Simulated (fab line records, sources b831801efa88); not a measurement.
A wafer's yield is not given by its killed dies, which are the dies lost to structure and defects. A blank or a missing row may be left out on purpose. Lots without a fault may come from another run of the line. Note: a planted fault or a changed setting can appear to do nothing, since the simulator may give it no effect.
Which of the tools did it? ; flow gf180mcu ; 10 lots, 30 wafers sampled, at 6 steps of a route of 602

== WHAT THE GAUGES READ, wafer by wafer ==
GF_CONTACT_BOW_MEAS_05. Usual: CONTACT_BOW 66 um, standard deviation 6.3.
lot;measured;on;CONTACT_BOW (um);flag
L142;day 16 11:05;film_metro-04;54 59 66;
L143;day 16 18:55;film_metro-01;67 63 68;
L145;day 17 13:29;film_metro-04;69 68 68;
L147;day 18 01:37;film_metro-02;64 72 66;
L148;day 18 17:13;film_metro-01;65 52 64;
L152;day 20 01:17;film_metro-02;67 73 59;
L153;day 20 10:37;film_metro-04;71 71 55;
L154;day 20 20:29;film_metro-01;62 72 63;
L161;day 23 10:02;film_metro-01;72 72 66;
L162;day 23 20:07;film_metro-01;62 75 51;

GF_M1_THK_MEAS_06: measures by xrf. Usual: M1_ALCU_THK 447 nm, standard deviation 6.7.
lot;measured;on;M1_ALCU_THK (nm);flag
L142;day 17 11:31;film_metro-03;454 454 456;
L143;day 17 20:07;film_metro-03;449 448 449;
L145;day 18 15:04;film_metro-03;445 464 449;
L147;day 19 03:19;film_metro-03;454 457 458;
L148;day 19 19:38;film_metro-02;454 448 447;
L152;day 21 03:16;film_metro-03;456 447 445;
L153;day 21 12:25;film_metro-03;451 456 445;
L154;day 21 21:58;film_metro-04;437 444 438;
L161;day 24 09:54;film_metro-03;451 448 444;
L162;day 24 20:03;film_metro-02;445 441 440;

GF_M2_RS_MEAS_05: the measuring method here is four-point-probe. Usual: M2_ALCU_RS 0.0699 ohm/sq, standard deviation 0.00073.
lot;measured;on;M2_ALCU_RS (ohm/sq);flag
L142;day 19 15:24;film_metro-04;0.0698 0.0697 0.0697;
L143;day 19 23:38;film_metro-04;0.0700 0.0700 0.0696;
L145;day 20 18:46;film_metro-03;0.0688 0.0697 0.0703;
L147;day 21 06:21;film_metro-04;0.0695 0.0692 0.0696;
L148;day 21 22:06;film_metro-03;0.0692 0.0701 0.0696;
L152;day 23 05:31;film_metro-03;0.0719 0.0722 0.0712;
L153;day 23 14:06;film_metro-04;0.0694 0.0698 0.0867 0.0693 0.0698 0.0868;OFF
L154;day 23 22:43;film_metro-03;0.0690 0.0871 0.0687 0.0691 0.0870 0.0686;OFF
L161;day 26 08:27;film_metro-04;0.0702 0.0701 0.0697;
L162;day 26 17:37;film_metro-03;0.0706 0.0715 0.0709;

GF_M2_THK_MEAS_06: measures by xrf. Usual: M2_ALCU_THK 447 nm, standard deviation 5.6.
lot;measured;on;M2_ALCU_THK (nm);flag
L142;day 19 15:29;film_metro-04;446 446 447;
L143;day 19 23:45;film_metro-04;444 446 445;
L145;day 20 18:52;film_metro-03;458 452 451;
L147;day 21 06:27;film_metro-04;446 451 444;
L148;day 21 22:13;film_metro-03;455 448 450;
L152;day 23 05:38;film_metro-03;437 438 445;
L153;day 23 20:26;film_metro-04;448 444 360 446 446 360;OFF
L154;day 24 03:04;film_metro-03;456 361 456 457 361 457;OFF
L161;day 26 08:34;film_metro-04;442 443 445;
L162;day 26 17:44;film_metro-03;446 442 442;

GF_M2_OVL_MEAS_15. Usual: M2_OVL 0 nm, standard deviation 5.6.
lot;measured;on;M2_OVL (nm);flag
L142;day 20 15:35;overlay-01;-9 -3 -2;
L143;day 21 00:26;overlay-02;9 3 6;
L145;day 21 18:29;overlay-01;-8 -1 -4;
L147;day 22 06:06;overlay-01;6 7 6;
L148;day 22 21:26;overlay-01;2 2 3;
L152;day 24 04:38;overlay-01;12 10 10;
L153;day 24 12:11;overlay-01;4 4 10;
L154;day 24 20:49;overlay-02;-1 -4 -2;
L161;day 27 05:04;overlay-02;-2 -3 -4;
L162;day 27 13:56;overlay-02;-10 -4 -8;

== TOOL THAT RAN EACH LOT (tool first, then ch and the chambers of the sampled wafers, then the start) ==
lot;GF_M2_SPUTTER_02
L142;pvd_sputter-01, day 19 15:15
L143;pvd_sputter-03, day 19 23:32
L145;pvd_sputter-04, day 20 18:39
L147;pvd_sputter-04, day 21 06:13
L148;pvd_sputter-04, day 21 21:59
L152;pvd_sputter-01, day 23 05:25
L153;pvd_sputter-04, day 23 13:59
L154;pvd_sputter-04, day 23 22:37
L161;pvd_sputter-01, day 26 08:20
L162;pvd_sputter-03, day 26 17:31
- GF_M2_SPUTTER_02: material AlCu, target thk 450 nm, time 23.9 s.

== AS READ BY THE TOOLS THEMSELVES (means over the sampled wafers that have a number; for cases with no such wafer, the mark the record gives instead) ==
GF_M2_SPUTTER_02. Usual: throttle_valve_pct reads 30.7 % (standard deviation 0.92).
lot;tool;throttle_valve_pct (%);flag
L142;pvd_sputter-01;30.3;
L143;pvd_sputter-03;29.5;
L145;pvd_sputter-04;30.6;
L147;pvd_sputter-04;29.9;
L148;pvd_sputter-04;30.8;
L152;pvd_sputter-01;30.9;
L153;pvd_sputter-04;31.1;
L154;pvd_sputter-04;30.6;
L161;pvd_sputter-01;30.9;
L162;pvd_sputter-03;31.7;

== THE ANSWER, worked out from the rows above alone ==
Rule: a lot counts as off when the mean over its wafers that have a number is more than 3 standard deviations away from the usual mean. A lot without any number at a reading at which 4 lots or more have one is off too. All remaining lots with rows at the step are treated as sound. Order of review: gauges by route order, followed by the tools' own readings, for which a lot's mean as printed above is used. The first step at which some lot is off is used, and at that step the reading that is off furthest; a lot without a number counts as furthest.
Off: at GF_M2_RS_MEAS_05 (M2_ALCU_RS), L153, L154.
If a tool, at a process step before that reading, ran all the lots that are off and no sound lot after the first of them, it fits. Those tools and the gauges at GF_M2_RS_MEAS_05 are tried in the same way. One fits: pvd_sputter-04 at GF_M2_SPUTTER_02. A fault onset in the window from L148 (day 21 21:59, its last sound lot) to L153 (day 23 13:59, its first lot off) fits.

== WHAT WAS PUT IN BY THE SIMULATOR ==
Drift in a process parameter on pvd_sputter-04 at GF_M2_SPUTTER_02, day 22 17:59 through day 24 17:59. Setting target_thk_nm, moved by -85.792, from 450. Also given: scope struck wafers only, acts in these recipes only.
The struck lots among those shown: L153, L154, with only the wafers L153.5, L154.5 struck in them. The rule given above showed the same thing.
